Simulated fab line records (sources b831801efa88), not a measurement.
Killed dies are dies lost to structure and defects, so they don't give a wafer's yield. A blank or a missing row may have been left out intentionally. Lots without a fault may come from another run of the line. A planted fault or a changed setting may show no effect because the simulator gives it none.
fab line records ; flow sky130
[record] lots = 13; wafers = 39; last_day = 49
route steps=708 shown VIA2@527 CAPM@537 PAD_OPEN@708
lots with no fault: from the same line, run without faults
start_h: hours from the record's first day to the start of the lot's first wafer shown ; wait_h: how many hours have passed since the lot's step before this one ; " as in the row above ; L1.1+2: a row that stands for several wafers ; - value missing, or start not given ; * or withheld: withheld ; < > ~ a bound
route shown NAME@n: a module of which the file shows steps, and the number in the route of the first ; usual: average and standard deviation across the fault-free wafers ; same: alike in all rows ; chamber/n: place in a boat ; sites: each site's reading ; _std_site: standard deviation of those values ; _edge_site: mean of outer sites minus mean of inner sites ; radius_mm: how far each site lies from the wafer's centre ; mask NAME#n: copy n ; behind: the most recent tool/chamber to have shaped the wafer ; hold: why the lot went on hold/how many hours it stayed there/how the hold came to an end ; device: transistor that didn't switch, given as n, p or np ; end of line: tests run on the same wafers once the route is complete ; a step given without rows: its recipe and nothing more ; killed: the dies lost at the first sort to structure and to defects; this is not the yield of the wafer ; map: a wafer's dies, marking killed ones x, the rest . and places with no die _
set.NAME: the setting as run; set.NAME@STEP: as run at that earlier step ; model.NAME: the simulator's own value behind a step, which no gauge read
one table for each step of the route and one row for each wafer, over a sample of lots
services: the hour from which a tool's chamber was out of use, counted from the record's first day as start_h (under 0 if before that day), plus the number of hours and why
[[steps]]
[step SKY_VIA2_SPUTTER_20]
[recipe] material = TiN; target_thk_nm = 20; chamber_pressure_pa = 5; power_w = 4000; time_s = 80
[usual] throttle_valve_pct = 29.9/1.5
lot.wafer;tool;chamber;start_h;wait_h;throttle_valve_pct
L510.3;pvd_sputter-03;-;848.54;0.0;29.5
L510.4;pvd_sputter-03;-;848.54;0.0;30.1
L510.5;pvd_sputter-03;-;848.54;0.0;29.5
L513.2;pvd_sputter-02;-;873.71;0.0;31.6
L513.3;pvd_sputter-02;-;873.71;0.0;30.5
L513.5;pvd_sputter-02;-;873.71;0.0;31.0
L514.1;pvd_sputter-03;-;886.76;0.0;30.4
L514.4;pvd_sputter-03;-;886.76;0.0;31.2
L514.5;pvd_sputter-03;-;886.76;0.0;29.5
L516.1;pvd_sputter-03;-;888.25;0.0;29.8
L516.4;pvd_sputter-03;-;888.25;0.0;29.4
L516.5;pvd_sputter-03;-;888.25;0.0;30.1
L515.1;pvd_sputter-03;-;888.98;0.0;30.2
L515.2;pvd_sputter-03;-;888.98;0.0;29.8
L515.6;pvd_sputter-03;-;888.98;0.0;29.7
L519.1;pvd_sputter-04;-;925.35;0.0;28.7
L519.2;pvd_sputter-04;-;925.35;0.0;32.4
L519.3;pvd_sputter-04;-;925.35;0.0;27.3
L520.1;pvd_sputter-04;-;933.00;0.0;32.1
L520.4;pvd_sputter-04;-;933.00;0.0;27.0
L520.6;pvd_sputter-04;-;933.00;0.0;32.4
L521.1;pvd_sputter-03;-;940.24;0.0;30.0
L521.2;pvd_sputter-03;-;940.24;0.0;29.4
L521.6;pvd_sputter-03;-;940.24;0.0;30.1
L523.2;pvd_sputter-03;-;946.94;0.0;29.8
L523.4;pvd_sputter-03;-;946.94;0.0;29.2
L523.6;pvd_sputter-03;-;946.94;0.0;31.2
L525.2;pvd_sputter-04;-;971.68;0.0;28.8
L525.3;pvd_sputter-04;-;971.68;0.0;32.2
L525.5;pvd_sputter-04;-;971.68;0.0;28.6
L527.1;pvd_sputter-03;-;986.82;0.0;29.4
L527.2;pvd_sputter-03;-;986.82;0.0;31.2
L527.4;pvd_sputter-03;-;986.82;0.0;30.5
L526.2;pvd_sputter-02;-;988.38;0.0;31.7
L526.3;pvd_sputter-02;-;988.38;0.0;30.4
L526.4;pvd_sputter-02;-;988.38;0.0;29.3
L528.3;pvd_sputter-04;-;988.99;0.0;29.2
L528.5;pvd_sputter-04;-;988.99;0.0;27.2
L528.6;pvd_sputter-04;-;988.99;0.0;28.6
[step SKY_VIA2_RS_MEAS_22]
[recipe] thk_meas_gauge = four-point-probe; reads = W_of_VIA2_CVD_21+TiN_of_VIA2_SPUTTER_20
[usual] VIA2_W_RS = 0.272/0.0048
lot.wafer;tool;chamber;start_h;wait_h;VIA2_W_RS[ohm/sq]
L510.3;film_metro-03;-;848.77;0.1;0.273
L510.4;film_metro-03;-;848.77;0.1;0.262
L510.5;film_metro-03;-;848.77;0.1;0.272
L513.2;film_metro-02;-;873.92;0.1;0.279
L513.3;film_metro-02;-;873.92;0.1;0.276
L513.5;film_metro-02;-;873.92;0.1;0.277
L514.1;film_metro-02;-;886.95;0.1;0.270
L514.4;film_metro-02;-;886.95;0.1;0.271
L514.5;film_metro-02;-;886.95;0.1;0.263
L516.1;film_metro-02;-;888.44;0.1;0.274
L516.4;film_metro-02;-;888.44;0.1;0.275
L516.5;film_metro-02;-;888.44;0.1;0.276
L515.1;film_metro-02;-;889.17;0.1;0.276
L515.2;film_metro-02;-;889.17;0.1;0.275
L515.6;film_metro-02;-;889.17;0.1;0.275
L519.1;film_metro-02;-;925.54;0.1;0.273
L519.2;film_metro-02;-;925.54;0.1;0.278
L519.3;film_metro-02;-;925.54;0.1;0.275
L520.1;film_metro-03;-;933.19;0.1;0.275
L520.4;film_metro-03;-;933.19;0.1;0.271
L520.6;film_metro-03;-;933.19;0.1;0.264
L521.1;film_metro-04;-;940.43;0.1;0.276
L521.2;film_metro-04;-;940.43;0.1;0.267
L521.6;film_metro-04;-;940.43;0.1;0.269
L523.2;film_metro-02;-;947.15;0.1;0.273
L523.4;film_metro-02;-;947.15;0.1;0.270
L523.6;film_metro-02;-;947.15;0.1;0.273
L525.2;film_metro-02;-;971.89;0.1;0.278
L525.3;film_metro-02;-;971.89;0.1;0.276
L525.5;film_metro-02;-;971.89;0.1;0.276
L527.1;film_metro-02;-;987.01;0.1;0.277
L527.2;film_metro-02;-;987.01;0.1;0.269
L527.4;film_metro-02;-;987.01;0.1;0.278
L526.2;film_metro-04;-;988.59;0.1;0.268
L526.3;film_metro-04;-;988.59;0.1;0.264
L526.4;film_metro-04;-;988.59;0.1;0.275
L528.3;film_metro-04;-;989.22;0.1;0.265
L528.5;film_metro-04;-;989.22;0.1;0.274
L528.6;film_metro-04;-;989.22;0.1;0.266
[step SKY_CAPM_CVD_00]
[recipe] material = SiO2; target_thk_nm = 15.5; temp_c = 400; time_s = withheld; rf_w = 450
[usual] heater_power_w = 741/75
lot.wafer;tool;chamber;start_h;wait_h;heater_power_w
L510.3;pecvd-02;0;849.37;0.0;669
L510.4;pecvd-02;2;849.37;0.0;670
L510.5;pecvd-02;0;849.37;0.0;681
L513.2;pecvd-01;0;874.53;0.0;885
L513.3;pecvd-01;1;874.53;0.0;878
L513.5;pecvd-01;0;874.53;0.0;839
L514.1;pecvd-02;2;887.58;0.0;595
L514.4;pecvd-02;0;887.58;0.0;762
L514.5;pecvd-02;1;887.58;0.0;710
L516.1;pecvd-03;1;889.08;0.0;641
L516.4;pecvd-03;1;889.08;0.0;636
L516.5;pecvd-03;2;889.08;0.0;746
L515.1;pecvd-01;2;889.80;0.0;682
L515.2;pecvd-01;1;889.80;0.0;814
L515.6;pecvd-01;0;889.80;0.0;825
L519.1;pecvd-01;2;926.17;0.0;665
L519.2;pecvd-01;1;926.17;0.0;854
L519.3;pecvd-01;0;926.17;0.0;777
L520.1;pecvd-01;2;933.82;0.0;666
L520.4;pecvd-01;0;933.82;0.0;822
L520.6;pecvd-01;2;933.82;0.0;650
L521.1;pecvd-02;2;941.06;0.0;668
L521.2;pecvd-02;1;941.06;0.0;773
L521.6;pecvd-02;1;941.06;0.0;769
L523.2;pecvd-02;1;947.77;0.0;707
L523.4;pecvd-02;2;947.77;0.0;675
L523.6;pecvd-02;1;947.77;0.0;721
L525.2;pecvd-03;2;972.51;0.0;800
L525.3;pecvd-03;0;972.51;0.0;676
L525.5;pecvd-03;1;972.51;0.0;656
L527.1;pecvd-01;2;987.74;0.0;715
L527.2;pecvd-01;1;987.74;0.0;785
L527.4;pecvd-01;1;987.74;0.0;795
L526.2;pecvd-03;0;989.21;0.0;776
L526.3;pecvd-03;1;989.21;0.0;725
L526.4;pecvd-03;2;989.21;0.0;781
L528.3;pecvd-02;1;989.82;0.0;799
L528.5;pecvd-02;1;989.82;0.0;804
L528.6;pecvd-02;2;989.82;0.0;634
[step SKY_CAPM_DEVELOP_11]
[recipe] resist = NOVOLAK; developer = TMAH; develop_time_s = 60; dev_temp_c = 23
[usual] developer_temp_C = 23.00/0.1
lot.wafer;tool;chamber;start_h;wait_h;developer_temp_C
L510.3;litho_track-02;0;875.29;0.1;22.96
L510.4;litho_track-02;0;875.29;0.1;22.88
L510.5;litho_track-02;0;875.29;0.1;22.90
L513.2;litho_track-03;0;899.84;0.1;23.09
L513.3;litho_track-03;0;899.84;0.1;23.08
L513.5;litho_track-03;0;899.84;0.1;23.18
L514.1;litho_track-03;0;912.97;0.1;23.04
L514.4;litho_track-03;0;912.97;0.1;23.02
L514.5;litho_track-03;0;912.97;0.1;23.12
L516.1;litho_track-01;0;914.14;0.1;23.03
L516.4;litho_track-01;0;914.14;0.1;22.87
L516.5;litho_track-01;0;914.14;0.1;22.94
L515.1;litho_track-02;0;914.94;0.1;23.00
L515.2;litho_track-02;0;914.94;0.1;23.01
L515.6;litho_track-02;0;914.94;0.1;22.89
L519.1;litho_track-02;0;951.04;0.1;22.80
L519.2;litho_track-02;0;951.04;0.1;22.79
L519.3;litho_track-02;0;951.04;0.1;22.86
L520.1;litho_track-03;0;957.42;0.1;22.76
L520.4;litho_track-03;0;957.42;0.1;22.98
L520.6;litho_track-03;0;957.42;0.1;22.84
L521.1;litho_track-01;0;964.94;0.1;23.01
L521.2;litho_track-01;0;964.94;0.1;23.14
L521.6;litho_track-01;0;964.94;0.1;23.00
L523.2;litho_track-02;0;971.97;0.1;22.99
L523.4;litho_track-02;0;971.97;0.1;23.11
L523.6;litho_track-02;0;971.97;0.1;23.13
L525.2;litho_track-02;0;996.17;0.1;23.97
L525.3;litho_track-02;0;996.17;0.1;24.09
L525.5;litho_track-02;0;996.17;0.1;23.96
L527.1;litho_track-02;0;1010.89;0.1;23.96
L527.2;litho_track-02;0;1010.89;0.1;23.96
L527.4;litho_track-02;0;1010.89;0.1;23.82
L526.2;litho_track-03;0;1011.89;0.1;22.94
L526.3;litho_track-03;0;1011.89;0.1;23.06
L526.4;litho_track-03;0;1011.89;0.1;23.08
L528.3;litho_track-02;0;1012.99;0.1;23.81
L528.5;litho_track-02;0;1012.99;0.1;23.78
L528.6;litho_track-02;0;1012.99;0.1;23.83
[step SKY_PAD_OPEN_PROBE_99]
[usual] defect_limited_yield = 82.3/2; killed_at_M0_to_M3 = 45/7.5; killed_at_M4_up = 3.2/1.8; killed_at_contacts = 24/4.9; killed_at_front_end = 15/4.4; killed_at_other = 0.3/0.54; killed_dies = 87/9.8; killed_open = 47/6.4; killed_short = 40/6.5; sort_bin_3_pad_short = 0.9/0.44; sort_bin_5_function = 10.5/1.5; sort_bin_6_memory = 6.3/1.2; sort_n_pass = 405/9.8; sort_yield_pct = 82.3/2
[same] gross_dies = 492; killed_at_back_side = 0; sort_bin_4_leakage[%] = 0; sort_bin_8_speed[%] = 0
lot.wafer;tool;chamber;start_h;wait_h;defect_limited_yield[%];killed_at_M0_to_M3;killed_at_M4_up;killed_at_contacts;killed_at_front_end;killed_at_other;killed_dies;killed_open;killed_short;sort_bin_3_pad_short[%];sort_bin_5_function[%];sort_bin_6_memory[%];sort_n_pass;sort_yield_pct[%]
L516.1;prober-02;-;1110.17;0.1;80.9;39;2;35;18;0;94;46;48;0.6;11.2;7.3;398;80.9
L516.4;prober-02;-;1110.32;0.2;80.9;51;8;21;14;0;94;55;39;1.0;12.2;5.9;398;80.9
L516.5;prober-02;-;1110.37;0.2;83.1;48;2;21;12;0;83;52;31;0.8;9.6;6.5;409;83.1
L519.1;prober-02;-;1138.86;0.1;77.2;67;3;28;14;0;112;63;49;1.4;13.2;8.1;380;77.2
L519.2;prober-02;-;1138.91;0.1;80.3;55;7;24;11;0;97;56;41;1.6;11.6;6.5;395;80.3
L519.3;prober-02;-;1138.96;0.2;81.1;51;4;25;12;1;93;54;39;0.8;10.8;7.3;399;81.1
L520.1;prober-01;-;1143.02;0.1;80.9;48;2;18;26;0;94;44;50;1.2;10.6;7.3;398;80.9
L520.4;prober-01;-;1143.17;0.2;82.3;43;4;27;13;0;87;47;40;0.8;10.8;6.1;405;82.3
L520.6;prober-01;-;1143.27;0.2;79.5;52;1;25;23;0;101;53;48;0.8;11.8;7.9;391;79.5
L521.1;prober-02;-;1149.01;0.1;81.5;49;2;28;12;0;91;55;36;0.2;10.8;7.5;401;81.5
L521.2;prober-02;-;1149.06;0.1;84.3;39;1;22;15;0;77;45;32;1.0;9.8;4.9;415;84.3
L521.6;prober-02;-;1149.26;0.2;85.0;37;0;22;15;0;74;39;35;0.4;9.3;5.3;418;85.0
// killed by level:class
L516.1 CONTACT:geometric_particle:open=13 LOCAL_INTERCONNECT:geometric_particle:short=9 LI_CONTACT:geometric_particle:open=8 VIA1:geometric_particle:open=8 VIA1:geometric_particle:short=8 VIA3:geometric_particle:open=7 FIELD_ISO:geometric_particle:short=6 POLY_GATE:geometric_particle:open=4
L516.4 VIA3:geometric_particle:open=11 CONTACT:geometric_particle:open=11 VIA1:geometric_particle:open=9 FIELD_ISO:geometric_particle:short=6 LI_CONTACT:geometric_particle:open=6 VIA2:geometric_particle:short=6 METAL1:geometric_particle:short=6 VIA2:geometric_particle:open=6
L516.5 LI_CONTACT:geometric_particle:open=10 VIA3:geometric_particle:open=9 VIA2:geometric_particle:open=8 VIA1:geometric_particle:open=7 METAL2:geometric_particle:short=6 CONTACT:geometric_particle:open=6 VIA1:geometric_particle:short=4 METAL2:geometric_particle:open=4
L519.1 VIA1:geometric_particle:open=13 LI_CONTACT:geometric_particle:open=11 VIA1:geometric_particle:short=11 VIA2:geometric_particle:open=11 CONTACT:geometric_particle:open=8 VIA3:geometric_particle:open=7 METAL2:geometric_particle:short=7 METAL1:geometric_particle:short=7
L519.2 VIA1:geometric_particle:open=13 CONTACT:geometric_particle:open=8 VIA2:geometric_particle:open=7 LI_CONTACT:geometric_particle:open=6 VIA1:geometric_particle:short=6 METAL1:geometric_particle:short=6 VIA3:geometric_particle:open=6 METAL4:geometric_particle:short=5
L519.3 VIA2:geometric_particle:open=13 VIA1:geometric_particle:open=10 CONTACT:geometric_particle:open=8 VIA1:geometric_particle:short=8 LI_CONTACT:geometric_particle:short=7 POLY_GATE:geometric_particle:open=5 LI_CONTACT:geometric_particle:open=5 METAL2:geometric_particle:short=5
L520.1 VIA1:geometric_particle:open=11 FIELD_ISO:geometric_particle:short=8 METAL1:geometric_particle:short=7 POLY_GATE:geometric_particle:short=6 LI_CONTACT:geometric_particle:open=6 VIA2:geometric_particle:open=6 POLY_GATE:geometric_particle:open=5 CONTACT:geometric_particle:open=5
L520.4 VIA2:geometric_particle:open=9 CONTACT:geometric_particle:short=7 VIA3:geometric_particle:open=7 LI_CONTACT:geometric_particle:open=6 LOCAL_INTERCONNECT:geometric_particle:short=6 VIA3:geometric_particle:short=6 METAL1:geometric_particle:open=5 FIELD_ISO:geometric_particle:open=4
L520.6 VIA1:geometric_particle:short=11 CONTACT:geometric_particle:open=9 VIA1:geometric_particle:open=9 FIELD_ISO:geometric_particle:open=7 METAL2:geometric_particle:short=7 POLY_GATE:geometric_particle:open=6 LI_CONTACT:geometric_particle:open=6 LOCAL_INTERCONNECT:geometric_particle:short=6
L521.1 VIA1:geometric_particle:open=13 CONTACT:geometric_particle:open=12 LI_CONTACT:geometric_particle:open=6 VIA2:geometric_particle:open=6 METAL3:geometric_particle:short=6 FIELD_ISO:geometric_particle:open=5 VIA1:geometric_particle:short=5 VIA2:geometric_particle:short=5
L521.2 VIA3:geometric_particle:open=9 VIA1:geometric_particle:open=8 LI_CONTACT:geometric_particle:open=6 VIA2:geometric_particle:open=6 CONTACT:geometric_particle:open=5 METAL1:geometric_particle:short=5 FIELD_ISO:geometric_particle:open=4 FIELD_ISO:geometric_particle:short=4
L521.6 LI_CONTACT:geometric_particle:open=9 POLY_GATE:geometric_particle:short=8 CONTACT:geometric_particle:open=7 VIA2:geometric_particle:open=5 VIA1:geometric_particle:open=5 METAL2:geometric_particle:short=5 VIA3:geometric_particle:open=5 LI_CONTACT:geometric_particle:short=4
[[services]]
tool;chamber;start_h;hours;kind
pecvd-01;2;829.10;5.5;scheduled_down
pvd_sputter-04;-;837.54;0.6;repair
pecvd-02;-;838.20;1.9;repair
pecvd-02;2;860.79;5.5;scheduled_down
pecvd-03;2;867.34;2.1;scheduled_down
pvd_sputter-04;-;884.93;7.9;repair
pvd_sputter-04;-;893.58;7.7;repair
pecvd-03;2;896.45;5.5;scheduled_down
pvd_sputter-03;-;901.64;2.2;repair
pvd_sputter-02;-;902.18;57.1;repair
pecvd-02;2;902.98;6.7;repair
pecvd-02;1;905.19;5.5;scheduled_down
pecvd-03;0;924.10;2.1;scheduled_down
pecvd-03;1;927.02;15.6;repair
pvd_sputter-04;-;935.92;1.0;repair
pecvd-02;2;942.72;2.1;scheduled_down
pvd_sputter-02;-;949.78;5.9;repair
pecvd-02;0;950.60;2.1;scheduled_down
pecvd-01;2;953.45;14.2;repair
pvd_sputter-03;-;961.68;3.2;repair
pecvd-01;2;967.64;2.1;scheduled_down
pvd_sputter-03;-;996.32;3.9;repair
pecvd-02;2;1003.34;6.2;repair
pecvd-02;-;1004.72;1.4;repair
[[key]]
[first_sign] step = SKY_CAPM_DEVELOP_11; reading = developer_temp_C; direction = up; sigmas = 8.8; usual = *; struck = *
effect none on later readings
met_at SKY_CAPM_DEVELOP_11
struck_lots L525,L527,L528
not_acting_at SKY_VIA2_SPUTTER_20,SKY_VIA2_RS_MEAS_22,SKY_CAPM_CVD_00
onset_between 971.97 996.17
[fault] kind = process_parameter_drift; tool = litho_track-02; chamber = -; onset_h = 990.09; steps = SKY_CAPM_DEVELOP_11; channel = dev_temp_c; offset = *; shape = step; end_h = 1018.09; acts_in = *; stated = *
